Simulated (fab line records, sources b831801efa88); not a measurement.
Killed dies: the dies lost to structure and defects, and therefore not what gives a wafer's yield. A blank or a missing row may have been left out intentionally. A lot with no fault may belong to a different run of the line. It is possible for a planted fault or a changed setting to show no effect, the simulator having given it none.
Split-lot experiment + flow sfq_line + route with 325 steps; 5 lots, 23 wafers read

ON THE SPLIT
At SFQ_TRILAYER_I1_VIA_LITHO_COAT_049 (resist thk 650 nm), the setting spin_rpm was moved away from the recipe's 3000 rpm on 8 of the 23 wafers read, by -5.4% to +6.1%. All remaining wafers had this setting at the recipe value.

FROM THE SPLIT TO THE READING: what the file shows between them, 3 steps
- SFQ_TRILAYER_I1_VIA_LITHO_SOFTBAKE_053
- SFQ_TRILAYER_I1_VIA_LITHO_EXPOSE_050: exposes mask I1, target cd 500 nm
- SFQ_TRILAYER_I1_VIA_LITHO_DEVELOP_051: time 60 s

THE READING
KrF_of_TRILAYER_I1_VIA_LITHO_COAT_049.thk_nm (the simulator's own value, which no gauge read), in nm, at SFQ_TRILAYER_I1_VIA_BARC_OPEN_VIA_ETCH_071 (etches BARC in O2, target depth 125 nm, time 41.7 s). The file does not state a usual value for it. Average 574.3 nm, standard deviation 2.3 nm, over the 15 wafers here run with the recipe.

| wafer  | tool, chamber at the split | spin_rpm as run, rpm | against the recipe | KrF_of_TRILAYER_I1_VIA_LITHO_COAT_049.thk_nm, nm | against lot-mates on the recipe |
|--------|----------------------------|----------------------|--------------------|--------------------------------------------------|---------------------------------|
| L074.1 | litho_track-04, 0          | 3000                 | recipe             | 571.9                                            | -                               |
| L074.2 | litho_track-04, 0          | 2837                 | -5.4%              | 588.9                                            | +17.6                           |
| L074.4 | litho_track-04, 0          | 3000                 | recipe             | 572.6                                            | -                               |
| L074.5 | litho_track-04, 0          | 2837                 | -5.4%              | 588.1                                            | +16.8                           |
| L074.6 | litho_track-04, 0          | 3000                 | recipe             | 569.3                                            | -                               |
| L077.4 | litho_track-03, 0          | 3000                 | recipe             | 574.1                                            | -                               |
| L077.5 | litho_track-03, 0          | 3000                 | recipe             | 571                                              | -                               |
| L077.6 | litho_track-03, 0          | 3000                 | recipe             | 572.9                                            | -                               |
| L078.1 | litho_track-01, 0          | 3000                 | recipe             | 575.3                                            | -                               |
| L078.2 | litho_track-01, 0          | 2913                 | -2.9%              | 585                                              | +9.6                            |
| L078.4 | litho_track-01, 0          | 2913                 | -2.9%              | 583.5                                            | +8.1                            |
| L078.5 | litho_track-01, 0          | 3000                 | recipe             | 575.5                                            | -                               |
| L078.6 | litho_track-01, 0          | 2913                 | -2.9%              | 584.9                                            | +9.5                            |
| L080.1 | litho_track-01, 0          | 3000                 | recipe             | 576                                              | -                               |
| L080.3 | litho_track-01, 0          | 3000                 | recipe             | 576.9                                            | -                               |
| L080.4 | litho_track-01, 0          | 3000                 | recipe             | 576.9                                            | -                               |
| L080.5 | litho_track-01, 0          | 3000                 | recipe             | 576.9                                            | -                               |
| L080.6 | litho_track-01, 0          | 3000                 | recipe             | 576.2                                            | -                               |
| L084.1 | litho_track-03, 0          | 3000                 | recipe             | 574.2                                            | -                               |
| L084.2 | litho_track-03, 0          | 3184                 | +6.1%              | 553                                              | -21.7                           |
| L084.6 | litho_track-03, 0          | 3184                 | +6.1%              | 553                                              | -21.7                           |
| L084.3 | litho_track-03, 0          | 3000                 | recipe             | 575.2                                            | -                               |
| L084.5 | litho_track-03, 0          | 3184                 | +6.1%              | 554.8                                            | -19.9                           |

THE FIT
A straight line over all 23 wafers: KrF_of_TRILAYER_I1_VIA_LITHO_COAT_049.thk_nm changes by -3.17 nm for each +1% of spin_rpm; r = -0.97; the points scatter about the line by 2.2 nm.
The same after taking each lot's own level away (the mean of its wafers on the recipe; 23 wafers): -3.32 nm for each +1%; r = -1.00; scatter 0.94 nm.
The reading moves by 20 nm for the largest change in spin_rpm, on that fit.
Across the lots, their own levels run from 571.27 to 576.58 nm, a range of 2.4 times the standard deviation given above.
The two slopes are in agreement: the lot-to-lot level therefore moves the slope only a little.
Check: -20.3 nm against its lot-mates is what the line predicts for one of the wafers moved furthest among these (+6.1%) when that wafer is left out of the fit. Against them it came out at -21.7 nm.

OTHER SPLITS APPLIED TO THESE WAFERS
Before the reading, these wafers also passed through other splits. Each is held against what the fit with the lots' levels taken away leaves over:
| other split on the same wafers                 | wafers away from the commonest value | r with KrF_of_TRILAYER_I1_VIA_LITHO_COAT_049.thk_nm (lot level and that fit taken away) |
|------------------------------------------------|--------------------------------------|-----------------------------------------------------------------------------------------|
| SFQ_TRILAYER_L0_LITHO_COAT_005 spin_rpm        | 8                                    | +0.07                                                                                   |
| SFQ_TRILAYER_L0_LITHO_PEB_008 peb_temp_c       | 4                                    | +0.24                                                                                   |
| SFQ_TRILAYER_L0_VIA_LITHO_COAT_013 spin_rpm    | 6                                    | +0.05                                                                                   |
| SFQ_TRILAYER_M0_DEP_SPUTTER_019 time_s         | 10                                   | +0.10                                                                                   |
| SFQ_TRILAYER_M0_LITHO_COAT_021 spin_rpm        | 11                                   | +0.06                                                                                   |
| SFQ_TRILAYER_M0_ETCH_METAL_ETCH_024 time_s     | 10                                   | +0.09                                                                                   |
| SFQ_TRILAYER_I0_CMP_CMP_028 leave_above_ref_nm | 5                                    | +0.34                                                                                   |
| SFQ_TRILAYER_I0_VIA_ETCH_VIA_ETCH_034 source_w | 7                                    | +0.18                                                                                   |
| SFQ_TRILAYER_M1_LITHO_EXPOSE_040 dose_mj       | 4                                    | +0.07                                                                                   |

THE WHOLE CHAIN: every reading that the file lists as answering this split, in the file's order
| step                                       | what it does                                        | reading                                                                                       | change (the file's fit)              | r (the file's) |
|--------------------------------------------|-----------------------------------------------------|-----------------------------------------------------------------------------------------------|--------------------------------------|----------------|
| SFQ_TRILAYER_I1_VIA_LITHO_COAT_049         | resist thk 650 nm                                   | KrF_of_TRILAYER_I1_VIA_LITHO_COAT_049.thk_nm (the simulator's own value, which no gauge read) | -3.22 nm for each +1% of the setting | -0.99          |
| SFQ_TRILAYER_I1_VIA_BARC_OPEN_VIA_ETCH_071 | etches BARC in O2, target depth 125 nm, time 41.7 s | KrF_of_TRILAYER_I1_VIA_LITHO_COAT_049.thk_nm (the simulator's own value, which no gauge read) | -3.3 nm for each +1% of the setting  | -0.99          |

THE FILE'S OWN FIT
KrF_of_TRILAYER_I1_VIA_LITHO_COAT_049.thk_nm changes by -3.3 nm for each +1% of spin_rpm, r = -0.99.
